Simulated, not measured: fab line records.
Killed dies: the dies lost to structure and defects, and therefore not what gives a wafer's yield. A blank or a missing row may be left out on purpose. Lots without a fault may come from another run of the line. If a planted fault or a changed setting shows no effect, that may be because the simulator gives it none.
Struck lot and sound lot, side by side / flow sky130 / 37 out of 708 route steps
Sound: wafers L378.3, L378.4, L378.5. Wafers L388.2, L388.3, L388.6 were the ones struck. At the end, the cause is stated.
At each step with rows: each side's tool, then ch and its chambers, then its first start. Under that, the readings that differ: sound wafers / struck wafers / difference of the means / sigmas: that difference in standard deviations of wafers without a fault.
alike: same words and numbers on both sides, and readings whose means sit less than 2 such deviations apart. not compared: any withheld reading, any reading some wafer has no value for, any bound like >300 that may hide the same value, and any number with overlapping values for which the record gives no deviation.
Wherever a step has rows on one side only, a row that says differs or no value, or a row with sigmas, the two part there. When numbers do not overlap yet have no deviation, they are printed without sigmas and do not part them. Lack of a reading on every wafer of one side parts them only where that side has two or more wafers.

first, 10 steps without rows for these wafers: SKY_DNWELL_DEVELOP_06 (develop time 60 s); SKY_DNWELL_IMPLANT_07; SKY_DNWELL_STRIP_08 (strips in O2/N2); SKY_PWDE_DEHYDRATE_00 (time 60 s); SKY_PWDE_HMDS_01 (prime time 60 s); SKY_PWDE_COAT_02 (resist thk 3000 nm); SKY_PWDE_SOFTBAKE_03; SKY_PWDE_EXPOSE_04 (exposes mask PWDEM, target cd 840 nm); SKY_PWDE_PEB_05; SKY_PWDE_DEVELOP_06 (develop time 60 s).
SKY_PWDE_IMPLANT_08:
  sound on implanter-02 ch 0, day 4 07:29; struck on implanter-02 ch 0, day 6 19:20
reading=dose ions cm2; sound=3.599e+12 3.594e+12 3.596e+12; struck=6.315e+12 6.306e+12 6.313e+12; difference=+2.715e+12; sigmas=+99 or more
reading=faraday current uA; sound=20.7 20.3 21.2; struck=35.9 36.0 36.5; difference=+15.4; sigmas=+36
then, 1 step without rows for these wafers: SKY_PWDE_STRIP_09 (strips in O2/N2).
SKY_PWDE_TW_MEAS_10:
  sound on film metro-01 at day 4 07:42; struck on film metro-01 at day 6 19:34
reading=PWDE_TW; sound=376.8 376.9 376.4; struck=448.0 451.0 448.5; difference=+72.5; sigmas=+38
then, 22 steps without rows for these wafers: SKY_NWELL_DEHYDRATE_03 (time 60 s); SKY_NWELL_HMDS_04 (prime time 60 s); SKY_NWELL_COAT_05 (resist thk 3000 nm); SKY_NWELL_SOFTBAKE_06; SKY_NWELL_EXPOSE_07 (exposes mask NWM, target cd 840 nm); SKY_NWELL_PEB_08; SKY_NWELL_DEVELOP_09 (develop time 60 s); SKY_NWELL_IMPLANT_11; SKY_NWELL_IMPLANT_12; SKY_NWELL_IMPLANT_13; SKY_NWELL_STRIP_14 (strips in O2/N2); SKY_NWELL_DEHYDRATE_16 (time 60 s); SKY_NWELL_HMDS_17 (prime time 60 s); SKY_NWELL_COAT_18 (resist thk 3000 nm); SKY_NWELL_SOFTBAKE_19; SKY_NWELL_EXPOSE_20 (exposes mask NWM COMPLEMENT, target cd 840 nm); SKY_NWELL_PEB_21; SKY_NWELL_DEVELOP_22 (develop time 60 s); SKY_NWELL_IMPLANT_24; SKY_NWELL_STRIP_25 (strips in O2/N2); SKY_NWELL_CLEAN_27 (cleans in SC1/SC2, time 150 s); SKY_NWELL_RTA_28 (time 30 s).
SKY_NWELL_RS_MEAS_31: measures by four-point-probe.
  sound on film metro-04 at day 5 18:04; struck on film metro-01 at day 8 12:11
reading=PWDE_RS (ohm/sq); sound=5305 5279 5278; struck=3420 3421 3412; difference=-1870; sigmas=-99 or more
-- the record jumps here: 40 days lie between the struck wafers' starts before and after (it left off in module NWELL and takes up again in module PAD_OPEN, whose first step shown is number 708 of the route) --
SKY_PAD_OPEN_PROBE_99:
  sound on prober-01 at day 46 02:30; struck on prober-01 at day 48 18:31
reading=killed open; sound=49 28 42; struck=52 52 59; difference=+15; sigmas=+2
reading=model.etest.res_p_drift_20v.line ohm um; sound=1.09e+04 1.05e+04 1.028e+04; struck=6879 6824 7110; difference=-3622; sigmas=
reading=model.etest.res_p_drift_20v.rs ohm sq; sound=9035 8701 8738; struck=5929 5699 5969; difference=-2959; sigmas=
reading=model.etest.res pwde under gate.rs ohm sq; sound=6163 6175 6129; struck=3777 3767 3719; difference=-2401; sigmas=
  alike: killed_at_M0_to_M3, killed_at_M4_up, killed at contacts, killed at front end, killed at other, killed dies, killed short

## WHERE THEY PART
At SKY_PWDE_IMPLANT_08 first; at SKY_PAD_OPEN_PROBE_99 last (within this record only).

WHY: what had been put in by the simulator
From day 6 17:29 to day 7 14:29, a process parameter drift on implanter-02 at SKY_PWDE_IMPLANT_08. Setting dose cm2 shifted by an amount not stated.
